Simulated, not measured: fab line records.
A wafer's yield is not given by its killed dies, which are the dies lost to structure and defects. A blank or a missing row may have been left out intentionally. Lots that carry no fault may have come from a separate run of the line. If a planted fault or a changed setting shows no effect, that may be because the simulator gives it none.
Struck lot and sound lot, side by side / flow sky130 / 15 out of 708 route steps
Sound: these wafers, L656.3, L656.5, L656.6. Wafers struck: L661.1, L661.4, L661.5. The cause is given at the end.
For every step that has rows: the tool of each side, followed by ch and its chambers, followed by its first start. Under that, the readings that differ: sound wafers / struck wafers / difference of the means / sigmas: that difference in standard deviations of wafers without a fault.
alike: words and numbers the same on both sides, and readings whose means are apart by under 2 such deviations; not compared: readings that were withheld, readings missing a value for some wafer, numbers with overlapping values and no deviation given by the record, and bounds like >300 which may hide the same value.
The two part at a step that has a row with sigmas, a row that says differs or no value, or rows on one side only. Numbers that don't overlap but have no deviation are shown without sigmas and don't part them. A reading missing from all wafers of one side parts the sides only when that side holds two or more wafers.

first, 6 steps without rows for these wafers: SKY_VIA4_HMDS_05 (prime time 60 s); SKY_VIA4_COAT_06 (resist thk 1140 nm); SKY_VIA4_SOFTBAKE_07 (time 57.09 s); SKY_VIA4_EXPOSE_08 (exposes mask VIM4, target cd 800 nm); SKY_VIA4_PEB_09; SKY_VIA4_DEVELOP_10 (develop time 60 s).
SKY_VIA4_OVL_MEAS_11:
  sound: overlay-02 at day 45 04:32; struck: overlay-02 at day 46 07:47
  alike: VIA4_OVL
SKY_VIA4_ETCH_12: etches SiO2 in C4F8/O2/Ar, stops on TiN, target depth 580 nm.
  sound on rie diel-01 ch 0,1,2, day 45 04:34; struck on rie diel-01 ch 1,2, day 46 07:49
  alike: oes product au
SKY_VIA4_STRIP_13: strips in O2/N2.
  sound on plasma asher-04 ch 0,1, day 45 04:40; struck on plasma asher-03 ch 0,1, day 46 07:53
  alike: drypump motor current A, oes product au, strip time to endpoint s
  not compared: rf hours counter h
then, 3 steps without rows for these wafers: SKY_VIA4_STRIP_14 (strips in post etch residue remover, time 1200 s); SKY_VIA4_CLEAN_15 (cleans in IPA, time 180 s); SKY_VIA4_CLEAN_16 (cleans in O3/DIW).
SKY_VIA4_SPUTTER_17: material TiN, target thk 20 nm, time 80 s.
  sound: pvd sputter-04 at day 45 05:14; struck: pvd sputter-02 at day 46 08:29
  no value came back on the struck wafers for cathode dc power W (W), chamber pressure pa (Pa), throttle valve pct (%); on the sound wafers cathode dc power W (W) reads 4000.7 3999.5 3999.8
SKY_VIA4_CVD_18: deposits W, target thk 505 nm, time 152.14 s.
  sound on cvd w-02 ch 0,1, day 45 05:20; struck on cvd w-02 ch 0,1, day 46 08:32
  alike: heater power w
  not compared: since wet clean h
-- the record jumps here: 3 days lie between the struck wafers' starts before and after (it left off in module VIA4 and takes up again in module PAD_OPEN, whose first step shown is number 708 of the route) --
SKY_PAD_OPEN_PROBE_99:
  sound: prober-01 at day 48 00:40; struck: prober-01 at day 49 02:47
reading=defect limited yield (%); sound=82.1 78.9 83.3; struck=0 0 0; difference=-81; sigmas=-45
reading=killed_at_M4_up; sound=4 2 6; struck=415 409 417; difference=+410; sigmas=+99 or more
reading=killed dies; sound=88 104 82; struck=492 492 492; difference=+401; sigmas=+45
reading=killed on rim; sound=21 17 15; struck=96 96 96; difference=+78; sigmas=+24
reading=sort_bin_5_function (%); sound=9.8 12.4 10.2; struck=93.9 92.5 91.9; difference=+82.0; sigmas=+63
reading=sort n pass; sound=404 388 410; struck=0 0 0; difference=-401; sigmas=-45
reading=sort yield pct (%); sound=82.1 78.9 83.3; struck=0 0 0; difference=-81; sigmas=-45
  alike: killed_at_M0_to_M3, killed at contacts, killed at front end, killed at other, killed open, killed short, sort_bin_3_pad_short, sort_bin_6_memory

== WHERE THEY PART ==
Earliest at SKY_VIA4_SPUTTER_17; latest, in this record, at SKY_PAD_OPEN_PROBE_99.

WHY: what had been put in by the simulator
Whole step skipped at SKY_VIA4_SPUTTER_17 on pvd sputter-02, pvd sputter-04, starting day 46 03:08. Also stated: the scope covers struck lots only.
